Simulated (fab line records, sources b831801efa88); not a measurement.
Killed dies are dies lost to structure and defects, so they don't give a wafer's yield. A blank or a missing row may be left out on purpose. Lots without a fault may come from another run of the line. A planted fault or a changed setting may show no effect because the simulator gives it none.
fab line records | flow sky130
record lots=12 wafers=36 last_day=50
route steps=708 shown DNWELL@43 VT_ADJUST_LVTN@116 RES_XHIGH@360 LI_CONTACT@376 PAD_OPEN@708
lots that met no fault: from a run of the same line without faults
start_h: hours from the record's first day to the start of the lot's first wafer shown | wait_h: hours since the lot's step before | " the same as in the row above | L1.1+2: a row that stands for several wafers | - no value, or no start given | * or withheld: withheld | < > ~ a bound
route shown NAME@n: a module of which the file shows steps, and the number in the route of the first | usual: mean/standard deviation of fault-free wafers | same: alike in all rows | chamber/n: place in a boat | sites: the reading at each site | _std_site: their standard deviation | _edge_site: outer sites' mean less inner sites' | radius_mm: how far each site lies from the wafer's centre | mask NAME#n: copy n | behind: the tool/chamber that last shaped the wafer | hold: why the lot was held/for how many hours/how that ended | device: the transistor (n, p or np) that didn't switch | end of line: the same wafers' tests at the end of the route | a step without rows: its recipe alone | killed: dies lost to structure and defects at the first sort, not the wafer's yield | map: a wafer's dies, x killed, . not, _ none there
set.NAME: the setting as run; set.NAME@STEP: as run at that earlier step | model.NAME: the simulator's own value behind a step, which no gauge read
steps of the route over a sample of lots; a table a step, a row a wafer
services: from which hour (start_h, from the record's first day; less than 0 if before it) a tool's chamber was out of use, for how many hours, and why
## steps
# step SKY_DNWELL_STRIP_08
# recipe chemistry=O2/N2 power_w=1400 pressure_mtorr=1500 platen_temp_c=withheld o2_flow_sccm=3000 n2_flow_sccm=300 overash_fraction=0.5
# usual drypump_motor_current_A=5.8/0.38 oes_product_au=0.724/0.0047 strip_time_to_endpoint_s=36.89/0.094
# same overash_fraction=0.5
# columns lot.wafer tool chamber start_h wait_h drypump_motor_current_A oes_product_au rf_hours_counter_h strip_time_to_endpoint_s
L451.1 plasma_asher-04 1 60.69 0.1 5.9 0.739 37 37.02
L451.5 " 0 " " 6.2 0.721 - 36.99
L451.6 " 1 " " 5.9 0.725 - 36.84
L452.2 plasma_asher-01 1 68.71 0.1 5.1 0.715 25 36.84
L452.5 " 0 " " 5.8 0.728 - 36.67
L452.6 " 1 " " 5.1 0.719 - 36.82
L453.3 plasma_asher-04 0 74.43 0.1 6.2 0.723 - 36.92
L453.4 " 1 " " 5.9 0.724 - 36.86
L453.6 " 0 " " 6.2 0.732 - 36.90
L458.2 plasma_asher-01 0 101.99 0.1 5.8 0.718 28 36.94
L458.4 " 0 " " 5.8 0.721 - 36.79
L458.6 " 1 " " 5.2 0.731 - 36.82
L459.2 plasma_asher-01 0 105.56 0.1 5.8 0.724 29 37.01
L459.4 " 0 " " 5.8 0.724 - 36.95
L459.6 " 1 " " 5.2 0.733 - 36.96
L460.1 plasma_asher-01 0 108.11 0.1 5.8 0.728 29 36.87
L460.4 " 1 " " 5.1 0.712 - 36.83
L460.5 " 0 " " 5.8 0.729 - 36.89
L461.1 plasma_asher-02 0 117.88 0.1 5.5 0.723 0 36.88
L461.2 " 1 " " 6.1 0.715 0 36.92
L461.4 " 0 " " 5.5 0.732 - 36.87
L464.1 plasma_asher-04 1 134.99 0.1 5.9 0.714 44 36.95
L464.2 " 0 " " 6.2 0.729 44 36.95
L464.4 " 0 " " 6.2 0.725 - 36.94
L467.1 plasma_asher-04 1 147.08 0.1 5.9 0.713 46 36.80
L467.3 " 0 " " 6.3 0.726 - 36.94
L467.4 " 1 " " 5.9 0.724 - 36.89
L468.4 plasma_asher-02 0 153.08 0.1 5.5 0.724 - 36.69
L468.5 " 0 " " 5.5 0.724 - 36.77
L468.6 " 1 " " 6.2 0.724 - 36.82
L469.2 plasma_asher-01 0 159.56 0.1 5.8 0.726 33 36.87
L469.4 " 0 " " 5.8 0.719 - 36.77
L469.6 " 1 " " 5.2 0.729 - 36.92
L472.3 plasma_asher-01 0 178.13 0.1 5.8 0.729 - 36.76
L472.4 " 1 " " 5.1 0.723 - 36.91
L472.5 " 0 " " 5.8 0.717 - 36.82
# step SKY_VT_ADJUST_LVTN_IMPLANT_19
# recipe species=B energy_kev=30 dose_cm2=6.5e+11 tilt_deg=withheld
# usual beam_energy_keV=29.999/0.0082
# same implant_ion_amu=11
# columns lot.wafer tool chamber start_h wait_h beam_energy_keV
L451.1 implanter-02 0 171.83 0.0 30.005
L451.5 " 0 " " 29.990
L451.6 " 0 " " 29.994
L452.2 implanter-04 0 181.25 0.0 30.005
L452.5 " 0 " " 29.996
L452.6 " 0 " " 30.001
L453.3 implanter-04 0 187.80 0.1 30.007
L453.4 " 0 " " 30.007
L453.6 " 0 " " 29.997
L458.2 implanter-02 0 224.65 0.0 29.995
L458.4 " 0 " " 30.001
L458.6 " 0 " " 30.013
L459.2 implanter-01 0 226.62 0.0 30.001
L459.4 " 0 " " 29.990
L459.6 " 0 " " 29.999
L460.1 implanter-04 0 232.46 0.0 28.578
L460.4 " 0 " " 28.562
L460.5 " 0 " " 28.570
L461.1 implanter-01 0 244.55 0.0 30.018
L461.2 " 0 " " 29.998
L461.4 " 0 " " 30.012
L464.1 implanter-04 0 264.88 0.0 28.558
L464.2 " 0 " " 28.562
L464.4 " 0 " " 28.560
L467.1 implanter-01 0 279.68 0.0 29.994
L467.3 " 0 " " 29.998
L467.4 " 0 " " 30.010
L468.4 implanter-01 0 287.14 0.1 29.999
L468.5 " 0 " " 29.994
L468.6 " 0 " " 30.015
L469.2 implanter-01 0 295.59 0.0 29.996
L469.4 " 0 " " 30.000
L469.6 " 0 " " 29.987
L472.3 implanter-04 0 320.20 0.1 29.992
L472.4 " 0 " " 30.011
L472.5 " 0 " " 29.989
# step SKY_SD_N_RS_MEAS_18
# recipe thk_meas_gauge=four-point-probe
# usual RES_XHIGH_RS=333.6/1.3
# columns lot.wafer tool chamber start_h wait_h RES_XHIGH_RS[ohm/sq]
L451.1 film_metro-01 - 657.40 0.1 335.2
L451.5 " - " " 334.6
L451.6 " - " " 335.9
L452.2 film_metro-02 - 666.84 0.1 333.8
L452.5 " - " " 334.1
L452.6 " - " " 334.4
L453.3 film_metro-01 - 676.76 0.1 334.0
L453.4 " - " " 333.8
L453.6 " - " " 334.4
L458.2 film_metro-02 - 725.39 0.1 331.4
L458.4 " - " " 331.5
L458.6 " - " " 331.8
L459.2 film_metro-03 - 731.45 0.1 333.5
L459.4 " - " " 333.9
L459.6 " - " " 334.4
L460.1 film_metro-01 - 735.33 0.1 334.5
L460.4 " - " " 335.8
L460.5 " - " " 334.9
L461.1 film_metro-01 - 747.42 0.1 335.2
L461.2 " - " " 336.4
L461.4 " - " " 335.8
L464.1 film_metro-03 - 773.01 0.1 332.8
L464.2 " - " " 333.3
L464.4 " - " " 333.8
L467.1 film_metro-02 - 786.95 0.1 333.0
L467.3 " - " " 333.0
L467.4 " - " " 333.2
L469.2 film_metro-03 - 807.32 0.1 334.7
L469.4 " - " " 333.6
L469.6 " - " " 334.8
L468.4 film_metro-02 - 810.53 0.1 334.4
L468.5 " - " " 334.9
L468.6 " - " " 335.2
L472.3 film_metro-02 - 823.86 0.1 332.7
L472.4 " - " " 332.1
L472.5 " - " " 333.0
# step SKY_LI_CONTACT_ETCH_14
# recipe chemistry=N2/H2 target=BARC ion_energy_ev=200 source_w=500 bias_w=100 pressure_mtorr=30 n2_flow_sccm=100 h2_flow_sccm=200 stop_on=SiO2 time_s=45.9 target_depth_a=600
# usual drypump_motor_current_A=5.5/0.35 h2_flow_sccm=200.0/0.6 oes_product_au=0.855/0.0045 throttle_valve_pct=13.225/0.0094
# columns lot.wafer tool chamber start_h wait_h drypump_motor_current_A h2_flow_sccm oes_product_au rf_hours_counter_h throttle_valve_pct
L451.1 rie_diel-02 2 686.67 0.0 5.5 199.3 0.853 12 13.211
L451.5 " 3 " " 5.8 199.1 0.856 - 13.230
L451.6 " 0 " " 5.2 199.5 0.855 - 13.226
L452.2 rie_diel-01 3 695.60 0.0 5.2 199.9 0.860 3 13.230
L452.5 " 2 " " 5.2 200.4 0.848 - 13.231
L452.6 " 1 " " 6.6 201.0 0.855 - 13.250
L453.3 rie_diel-04 0 705.60 0.0 5.7 199.9 0.858 48 13.233
L453.4 " 1 " " 5.7 199.0 0.861 8 13.227
L453.6 " 0 " " 5.7 200.1 0.860 - 13.222
L458.2 rie_diel-04 3 752.85 0.0 5.1 199.1 0.857 16 13.221
L458.4 " 3 " " 5.2 199.4 0.847 - 13.220
L458.6 " 2 " " 5.2 200.8 0.855 - 13.229
L459.2 rie_diel-02 3 759.00 0.0 5.8 200.0 0.856 6 13.231
L459.4 " 2 " " 5.5 200.6 0.853 14 13.212
L459.6 " 2 " " 5.5 199.9 0.861 - 13.229
L460.1 rie_diel-01 0 764.07 0.0 5.2 200.8 0.857 22 13.231
L460.4 " 2 " " 5.2 200.5 0.847 22 13.227
L460.5 " 3 " " 5.2 199.8 0.854 - 13.221
L461.1 rie_diel-02 2 775.57 0.0 5.6 198.6 0.854 14 13.219
L461.2 " 1 " " 6.0 200.2 0.859 4 13.211
L461.4 " 3 " " 5.8 198.6 0.855 6 13.213
L464.1 rie_diel-04 2 799.40 0.0 5.2 200.8 0.856 11 13.227
L464.2 " 1 " " 5.7 199.8 0.850 11 13.231
L464.4 " 2 " " 5.2 199.7 0.849 - 13.233
L467.1 rie_diel-01 2 814.30 0.0 5.2 199.4 0.852 24 13.224
L467.3 " 0 " " 5.2 199.3 0.857 25 13.222
L467.4 " 3 " " 5.2 199.7 0.859 - 13.237
L469.2 rie_diel-04 0 834.02 0.0 5.7 200.3 0.854 1 13.208
L469.4 " 0 " " 5.7 201.1 0.843 - 13.215
L469.6 " 2 " " 5.2 199.3 0.845 - 13.228
L468.4 rie_diel-01 2 837.67 0.0 5.2 200.2 0.859 - 13.236
L468.5 " 3 " " 5.2 200.3 0.851 - 13.227
L468.6 " 0 " " 5.2 200.4 0.850 - 13.215
L472.3 rie_diel-04 0 850.62 0.0 5.7 200.2 0.856 2 13.230
L472.4 " 3 " " 5.1 199.7 0.862 18 13.220
L472.5 " 0 " " 5.7 200.2 0.859 - 13.226
# step SKY_PAD_OPEN_PROBE_99
# usual killed_at_M0_to_M3=43/6.7 killed_at_M4_up=3.0/1.9 killed_at_contacts=25/5.4 killed_at_front_end=16/4.5 killed_at_other=0.4/0.62 killed_dies=87/9.6 killed_open=47/7 killed_short=39/6.1
# same gross_dies=492 killed_at_back_side=0
# columns lot.wafer tool chamber start_h wait_h killed_at_M0_to_M3 killed_at_M4_up killed_at_contacts killed_at_front_end killed_at_other killed_dies killed_open killed_short
L461.1 prober-01 - 1147.82 0.1 52 5 23 20 0 100 56 41
L461.2 prober-01 - 1147.87 0.1 41 2 16 17 2 78 46 31
L461.4 prober-01 - 1147.97 0.2 56 2 25 20 0 103 60 41
# killed by level:class
L461.1 VIA1:geometric_particle:open=15 VIA2:geometric_particle:open=9 CONTACT:geometric_particle:open=8 VIA3:geometric_particle:open=7 VIA2:geometric_particle:short=6 METAL1:geometric_particle:short=6 LI_CONTACT:geometric_particle:open=5 LI_CONTACT:geometric_particle:short=4
L461.2 VIA1:geometric_particle:open=14 VIA3:geometric_particle:open=7 CONTACT:geometric_particle:open=6 POLY_GATE:geometric_particle:open=4 POLY_GATE:geometric_particle:short=4 LI_CONTACT:geometric_particle:open=4 VIA1:geometric_particle:short=4 VIA2:geometric_particle:open=4
L461.4 LI_CONTACT:geometric_particle:open=13 VIA2:geometric_particle:open=9 VIA1:geometric_particle:open=8 VIA3:geometric_particle:open=8 METAL1:geometric_particle:short=7 POLY_GATE:geometric_particle:short=5 SPACER:geometric_particle:open=5 CONTACT:geometric_particle:open=5
## services
# columns tool chamber start_h hours kind
plasma_asher-01 - 41.45 6.2 repair
implanter-04 - 65.10 1.1 repair
implanter-01 - 66.88 8.7 repair
plasma_asher-01 - 133.71 17.2 pm
implanter-04 - 134.32 3.7 pm
implanter-01 - 147.84 3.0 repair
rie_diel-04 0 176.13 2.2 repair
rie_diel-04 3 190.76 6.7 repair
rie_diel-04 3 202.57 3.2 repair
rie_diel-04 2 227.86 5.9 repair
rie_diel-04 1 248.49 7.5 repair
rie_diel-04 - 260.72 2.8 pm
plasma_asher-01 - 267.82 7.5 repair
implanter-04 - 280.97 12.1 pm
implanter-01 - 324.32 101.4 pm
rie_diel-04 0 328.17 7.8 repair
implanter-04 - 336.84 37.7 pm
plasma_asher-01 - 357.34 2.8 pm
plasma_asher-01 - 365.21 2.3 repair
rie_diel-04 2 370.57 6.7 repair
implanter-04 - 374.58 6.2 pm
rie_diel-04 - 375.97 0.9 repair
plasma_asher-01 - 526.97 2.2 repair
plasma_asher-01 - 708.94 3.8 repair
## key
first_sign step=SKY_VT_ADJUST_LVTN_IMPLANT_19 reading=beam_energy_keV direction=down sigmas=99+ usual=* struck=*
effect none on later readings
met_at SKY_VT_ADJUST_LVTN_IMPLANT_19
struck_lots L460,L464
tester_left_out L460,L464
not_acting_at SKY_DNWELL_STRIP_08,SKY_SD_N_RS_MEAS_18,SKY_LI_CONTACT_ETCH_14
onset_between 187.80 232.46
fault kind=process_parameter_drift tool=implanter-04 chamber=- onset_h=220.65 steps=SKY_VT_ADJUST_LVTN_IMPLANT_19 channel=energy_kev offset=* shape=step end_h=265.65 acts_in=* stated=*
# tester_left_out: of these lots the tester's yield and bins aren't shown, on N5 and GAA mostly nor the transistor test; their killed dies are dies lost to structure and defects alone, not to doping, threshold or leakage, so they don't give the yield
